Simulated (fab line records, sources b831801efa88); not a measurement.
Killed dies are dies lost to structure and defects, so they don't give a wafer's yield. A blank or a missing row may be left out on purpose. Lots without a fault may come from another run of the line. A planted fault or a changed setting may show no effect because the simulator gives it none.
A struck lot beside a sound one | flow sky130 | 37 steps out of a route of 708
Sound: wafers L298.2, L298.3, L298.4. Struck: wafer L305.1. (L305.3, L305.6 of the same lot were not struck and are left out.) The cause comes at the end.
At each step with rows: each side's tool, then ch and its chambers, then its first start. Under that, the readings that differ: sound wafers | struck wafers | difference of the means | sigmas: that difference in standard deviations of wafers without a fault.
alike: readings whose means differ by less than 2 such deviations, and words and numbers that are the same on both sides. not compared: withheld readings, readings that some wafer has no value for, bounds like >300 that may hide the same value, and numbers for which the record gives no deviation and whose values overlap.
The two part at a step that has a row with sigmas, a row that says differs or no value, or rows on one side only. Numbers that don't overlap but have no deviation are shown without sigmas and don't part them. A reading that every wafer of one side lacks parts them only if that side has two wafers or more.

first, 10 steps without rows for these wafers: SKY_VIA2_CLEAN_18 (cleans in IPA, time 180 s); SKY_VIA2_CLEAN_19 (cleans in O3/DIW); SKY_VIA2_SPUTTER_20 (material TiN, target thk 20 nm, time 80 s); SKY_VIA2_CVD_21 (deposits W, target thk 420 nm, time 126.4 s); SKY_VIA2_CMP_24 (polishes, stops on SiO2, t overpolish 20 s, target thk 0 nm); SKY_METAL3_SPUTTER_00 (material Ti, target thk 15 nm, time 10 s); SKY_METAL3_SPUTTER_01 (material TiN, target thk 20 nm, time 16.7 s); SKY_METAL3_SPUTTER_02 (material AlCu, target thk 735 nm, time 39.1 s); SKY_METAL3_SPUTTER_03 (material Ti, target thk 5 nm, time 3.3 s); SKY_METAL3_SPUTTER_04 (material TiN, target thk 70 nm, time 58.3 s).
SKY_CAPM_CVD_00: deposits SiO2, target thk 15.5 nm.
  sound on pecvd-02 ch 1,2, day 39 04:32; struck on pecvd-02 ch 0, day 40 15:59
  reading                               | sound             | struck | difference | sigmas
  heater_power_w (W)                    | 658 895 895       | 591    | -225       | -2
  model.SiO2_of_CAPM_CVD_00.thk_nm (nm) | 15.35 15.42 15.62 | 9.674  | -5.789     |
SKY_CAPM_THK_MEAS_01:
  sound on film_metro-04, day 39 04:34; struck on film_metro-02, day 40 16:01
  reading              | sound             | struck | difference | sigmas
  CAPM_CVD_00_THK (nm) | 15.33 15.40 15.68 | 9.71   | -5.76      | -26
then, 23 steps without rows for these wafers: SKY_CAPM_SPUTTER_02 (material TiN, target thk 200 nm, time 166.7 s); SKY_CAPM_DEHYDRATE_05 (time 60 s); SKY_CAPM_HMDS_06 (prime time 60 s); SKY_CAPM_COAT_07 (resist thk 1140 nm); SKY_CAPM_SOFTBAKE_08 (time 60 s); SKY_CAPM_EXPOSE_09 (exposes mask CAPM, target cd 1000 nm); SKY_CAPM_PEB_10; SKY_CAPM_DEVELOP_11 (develop time 60 s); SKY_CAPM_METAL_ETCH_13 (etches TiN in Cl2/BCl3, stops on SiO2, target depth 220 nm, time 62.9 s); SKY_CAPM_STRIP_14 (strips in O2/N2); SKY_CAPM_STRIP_15 (strips in post etch residue remover, time 1200 s); SKY_CAPM_CLEAN_16 (cleans in IPA, time 180 s); SKY_CAPM_CLEAN_17 (cleans in O3/DIW); SKY_METAL3_DEHYDRATE_05 (time 60 s); SKY_METAL3_HMDS_06 (prime time 60 s); SKY_METAL3_COAT_07 (resist thk 60 nm); SKY_METAL3_COAT_08 (resist thk 1140 nm); SKY_METAL3_SOFTBAKE_09 (time 90 s); SKY_METAL3_EXPOSE_10 (exposes mask MM3, target cd 300 nm); SKY_METAL3_PEB_11; SKY_METAL3_DEVELOP_12 (develop time 60 s); SKY_METAL3_DESCUM_15 (chemistry O2, time 8 s); SKY_METAL3_ETCH_16 (etches BARC in N2/H2, stops on SiO2, time 88.2 s, target depth 60 nm).
-- the record jumps here: 2 days lie between the struck wafers' starts before and after --
SKY_METAL3_ETCH_17: etches SiO2 in C4F8/O2/Ar, stops on TiN, time 3.9 s, target depth 15 nm.
  sound on rie_diel-04 ch 0,1,2, day 41 06:45; struck on rie_diel-04 ch 0, day 42 17:26
  reading                  | sound             | struck | difference | sigmas
  oes_product_au (a.u.)    | 0.753 0.755 0.760 | 0.612  | -0.144     | -20
  rf_hours_counter_h (h)   | 17 19 19          | 20     | +2         |
  model.etch.depth_nm (nm) | 15.35 15.42 15.62 | 9.674  | -5.789     |
-- the record jumps here: 7 days lie between the struck wafers' starts before and after (it left off in module METAL3 and takes up again in module PAD_OPEN, whose first step shown is number 708 of the route) --
SKY_PAD_OPEN_PROBE_99:
  sound on prober-01, day 48 02:08; struck on prober-01, day 49 07:32
  reading                               | sound                | struck    | difference | sigmas
  killed_at_M4_up                       | 3 0 2                | 6         | +4         | +3
  model.etest.tester.sort_n_pass        | 424 410 405          | 0         | -413       |
  model.etest.tester.sort_bin_5_pct (%) | 8.537 10.77 10.16    | 91.46     | +81.64     |
  model.etest.tester.sort_yield_pct (%) | 86.18 83.33 82.32    | 0         | -84        |
  model.etest.cap_mim.bv_v (V)          | 13.94 13.79 14.16    | 8.696     | -5.267     |
  model.etest.cap_mim.leak_log10_a_cm2  | -8.889 -8.991 -9.009 | -6.508    | +2.455     |
  model.etest.cap_mim.c_ff_um2          | 2.368 2.333 2.322    | 3.748     | +1.407     |
  model.etest.tester.sort_bin_8_pct (%) | 0 0 0                | 5.817e-14 | +5.817e-14 |
  model.etest.tester.sort_bin_4_pct (%) | 0 0 0                | 2.889e-12 | +2.889e-12 |
  alike: defect_limited_yield, killed_at_M0_to_M3, killed_at_contacts, killed_at_front_end, killed_at_other, killed_dies, killed_open, killed_short

WHERE THEY PART
First at SKY_CAPM_CVD_00; last, within this record, at SKY_PAD_OPEN_PROBE_99.

WHY: what the simulator had put in
Process parameter drift: pecvd-02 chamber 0, from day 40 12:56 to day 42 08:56, at SKY_CAPM_CVD_00. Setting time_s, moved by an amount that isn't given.
